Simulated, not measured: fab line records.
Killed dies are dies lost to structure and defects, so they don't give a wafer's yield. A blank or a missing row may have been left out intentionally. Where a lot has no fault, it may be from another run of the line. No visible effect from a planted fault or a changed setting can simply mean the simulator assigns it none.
Shared-tool check ; flow gf180mcu ; Sampled: 14 lots, 42 wafers

## WHY IT WAS OPENED
Of 14 lots, 2 have the reading NSD_OVL flagged at GF_NSD_OVL_MEAS_08. Fault-free wafers read 0.2 nm, with a standard deviation of 1.5.
Rule: a lot is flagged when every wafer of it that has a number lies more than 4 standard deviations from that mean, or none has a number. All remaining lots are regarded as sound.

lot;measured;on;NSD_OVL (nm), wafer by wafer;flag
L770;day 13 18:55;overlay-01;0.8 1.0 1.1;
L772;day 14 04:38;overlay-01;1.8 0.6 1.3;
L774;day 15 01:26;overlay-02;2.0 1.3 2.0;
L775;day 15 11:17;overlay-02;-3.2 -4.1 -3.9;
L776;day 15 15:46;overlay-02;-1.3 -0.1 0.7;
L777;day 16 08:14;overlay-01;-0.1 0.7 2.7;
L778;day 16 15:08;overlay-01;0.5 1.0 0.5;
L779;day 16 18:46;overlay-02;-2.1 -1.4 -2.7;
L781;day 17 15:56;overlay-01;0.5 0.9 -0.4;
L784;day 18 18:55;overlay-02;-0.5 0.8 0.3;
L783;day 18 20:55;overlay-02;-0.6 -1.1 -1.4;
L790;day 20 12:04;overlay-01;-95.7 -94.4 -95.7;FLAGGED
L791;day 21 04:37;overlay-02;-96.5 -93.3 -95.2;FLAGGED
L792;day 21 12:31;overlay-02;3.0 3.5 3.3;
The numbers of the flagged lots are -95.1 nm on average: -95.3 nm against the usual, or -64 standard deviations.

## WHICH TOOL RAN EACH LOT
The record keeps 1 process step preceding the reading, out of 602 steps on the route. Read each cell as the tool, then ch plus the chambers that the sampled wafers visited, then the start.
lot;flag;GF_NSD_EXPOSE_04
L770;;iline-stepper-01 ch 0, day 13 08:50
L772;;iline-stepper-02 ch 0, day 13 18:17
L774;;iline-stepper-01 ch 0, day 14 14:37
L775;;iline-stepper-02 ch 0, day 15 00:50
L776;;iline-stepper-01 ch 0, day 15 05:28
L777;;iline-stepper-01 ch 0, day 15 21:04
L778;;iline-stepper-02 ch 0, day 16 04:01
L779;;iline-stepper-01 ch 0, day 16 07:49
L781;;iline-stepper-02 ch 0, day 17 04:38
L784;;iline-stepper-02 ch 0, day 18 07:07
L783;;iline-stepper-01 ch 0, day 18 09:23
L790;FLAGGED;iline-stepper-01 ch 0, day 19 23:58
L791;FLAGGED;iline-stepper-01 ch 0, day 20 16:52
L792;;iline-stepper-02 ch 0, day 21 00:32
What is done by these steps:
- GF_NSD_EXPOSE_04: exposes mask Nplus, target cd 400 nm.
- GF_NSD_OVL_MEAS_08

## FLAGGED AGAINST TOTAL, ONE TOOL AT A TIME (gauges that did the reading follow at the end)
step;tool;lots run;flagged;share of the flagged lots;sound lots run after its first flagged lot
GF_NSD_EXPOSE_04;iline-stepper-01;8;2;all;0
GF_NSD_EXPOSE_04;iline-stepper-02;6;0;none;-
GF_NSD_OVL_MEAS_08;overlay-01;6;1;some;0
GF_NSD_OVL_MEAS_08;overlay-02;8;1;some;1 (L792)

## WHAT THE TABLE ALLOWS
All flagged lots share 1 row of the table, namely iline-stepper-01 at GF_NSD_EXPOSE_04.
- iline-stepper-01 at GF_NSD_EXPOSE_04 ran 8 lots, 2 of them flagged. Last sound lot L783 at day 18 09:23, first flagged lot L790 at day 19 23:58; a fault beginning in between fits.
Just one tool remains: iline-stepper-01 at GF_NSD_EXPOSE_04.

## WHAT HAD BEEN PUT IN BY THE SIMULATOR
Scanner matching overlay: iline-stepper-01, from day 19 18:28 on, at GF_NSD_EXPOSE_04. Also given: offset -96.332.
Struck lots among those shown: L790, L791. Same finding as the rule above.
